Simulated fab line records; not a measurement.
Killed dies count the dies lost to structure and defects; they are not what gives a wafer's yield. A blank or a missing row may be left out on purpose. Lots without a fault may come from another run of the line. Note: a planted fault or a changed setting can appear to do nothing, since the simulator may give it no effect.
Which tool did it? | flow sky130 | 12 lots with 36 wafers sampled at 2 steps, on a route of 708 steps

== WHAT EACH GAUGE READ, for each wafer ==
SKY_FIELD_ISO_THK_MEAS_25.
lot  | measured    | on            | FIELD_ISO_CVD_24_THK (nm)
L075 | day 2 12:47 | film_metro-01 | 600 594 594
L077 | day 2 22:08 | film_metro-03 | 601 605 599
L079 | day 3 11:10 | film_metro-01 | 589 601 597
L081 | day 3 17:51 | film_metro-01 | 603 593 589
L083 | day 4 05:21 | film_metro-04 | 591 589 613
L085 | day 4 18:21 | film_metro-04 | 591 607 598
L087 | day 5 03:57 | film_metro-01 | 596 586 589
L089 | day 5 12:43 | film_metro-01 | 605 600 600
L091 | day 6 00:33 | film_metro-01 | 592 588 585
L093 | day 7 16:40 | film_metro-01 | 612 603 596
L096 | day 7 16:35 | film_metro-04 | 594 588 603
L097 | day 7 16:31 | film_metro-03 | 585 601 588

== WHICH TOOL RAN EACH LOT (tool, then ch and the chambers of the sampled wafers, then the start) ==
lot  | SKY_FIELD_ISO_ETCH_17
L075 | rie_si-02 ch 1,2, day 2 10:05
L077 | rie_si-01 ch 0,2,3, day 2 20:29
L079 | rie_si-01 ch 1,2, day 3 07:01
L081 | rie_si-01 ch 0,2,3, day 3 16:10
L083 | rie_si-02 ch 0,1,3, day 4 03:16
L085 | rie_si-02 ch 0,1,3, day 4 13:53
L087 | rie_si-02 ch 0,1,2, day 5 02:19
L089 | rie_si-02 ch 0,1, day 5 11:04
L091 | rie_si-01 ch 0,2,3, day 5 22:25
L093 | rie_si-01 ch 1,2, day 7 13:20
L096 | rie_si-01 ch 0,2,3, day 7 14:02
L097 | rie_si-01 ch 0,1,2, day 7 14:37
- SKY_FIELD_ISO_ETCH_17: etches Si in HBr/Cl2/O2, target depth 342 nm, time 97.7 s.

== THE ANSWER, worked out from the rows above alone ==
Rule: what is usual is taken from the lots themselves. The widest of any qualifying gaps counts: lots, ordered by their means at a reading, are off when they make up no more than a third of the lots, leave a main group of 4 or more, and stand apart from it by 3 or more times the standard deviation of that group's means. Not used: any main group whose means are identical at the precision the tables above print for the reading. A lot without any number at a reading at which 4 lots or more have one is off too. Any other lot the step has rows for is counted as sound.
Across all readings shown, no lot is off: no conclusion can be drawn from this.

== WHAT THE SIMULATOR HAD PUT IN ==
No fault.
